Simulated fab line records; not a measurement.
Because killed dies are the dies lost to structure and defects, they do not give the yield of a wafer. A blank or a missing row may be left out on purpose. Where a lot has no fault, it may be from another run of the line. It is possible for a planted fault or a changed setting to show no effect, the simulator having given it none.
The same fault as seen by 2 desks | flow sky130 | only its own numbers are on each desk; what lay behind them is given at the end

AT THE TOOL OWNER'S DESK: rieMetal-04
The tool's own readings at SKY_METAL2_METAL_ETCH_19 (etches the open film in Cl2/BCl3, stops on SiO2, target depth 360 nm, time 78 s): means of the sampled wafers that have a number, for each lot that ran on this tool. Marked OUT: a lot whose mean sits more than 4 standard deviations from the usual mean, which makes it out of limits; the brackets give that distance.
Columns: A = bcl3FlowSccm at SKY_METAL2_METAL_ETCH_19, usual 30.01 sccm; B = biasW at SKY_METAL2_METAL_ETCH_19, usual 48.51 W; C = drypumpMotorCurrentA at SKY_METAL2_METAL_ETCH_19, usual 5.6 A; D = oesProductAu at SKY_METAL2_METAL_ETCH_19, usual 0.855 a.u.; E = throttleValvePct at SKY_METAL2_METAL_ETCH_19, usual 22.265 %
lot  | first seen here | A     | B     | C   | D     | E
L130 | day 36 14:19    | 30.04 | 48.52 | 5.9 | 0.852 | 22.262
L132 | day 36 23:11    | 29.95 | 48.73 | 6.1 | 0.857 | 22.268
L141 | day 39 15:47    | 29.90 | 48.48 | 5.9 | 0.862 | 22.263
L145 | day 40 19:47    | 29.99 | 48.38 | 6.0 | 0.853 | 22.270
L147 | day 41 03:43    | 30.01 | 48.40 | 5.9 | 0.859 | 22.276
L146 | day 41 10:35    | 30.01 | 48.65 | 5.9 | 0.851 | 22.265
Result from this desk: across the 6 lots, nothing is out of limits.

METROLOGY DESK
Lot by lot, what the gauges showed, no matter which tool ran the lot: averages of those sampled wafers that carry a number. Marked OUT: a lot whose mean sits more than 4 standard deviations from the usual mean, which makes it out of limits; the brackets give that distance.
Columns: A = VIA2_HDPCVD_THK at SKY_VIA2_THK_MEAS_01, usual 1187 nm
lot  | first seen here | A
L129 | day 35 21:12    | 1192
L130 | day 36 15:08    | 1178
L133 | day 36 22:21    | 1196
L132 | day 37 00:04    | 1195
L134 | day 37 08:10    | 1187
L135 | day 38 07:04    | 1199
L141 | day 39 16:35    | 1163
L144 | day 40 13:03    | 1192
L145 | day 40 20:38    | 1196
L147 | day 41 04:34    | 1193
L146 | day 41 11:24    | 1188
L148 | day 41 12:06    | 1202
Result from this desk: across the 12 lots, nothing is out of limits.

ALL TOGETHER
The desk of the tool owner found nothing out of limits.
At the metrology desk, nothing out of limits was observed.

WHAT THE SIMULATOR HAD PUT IN
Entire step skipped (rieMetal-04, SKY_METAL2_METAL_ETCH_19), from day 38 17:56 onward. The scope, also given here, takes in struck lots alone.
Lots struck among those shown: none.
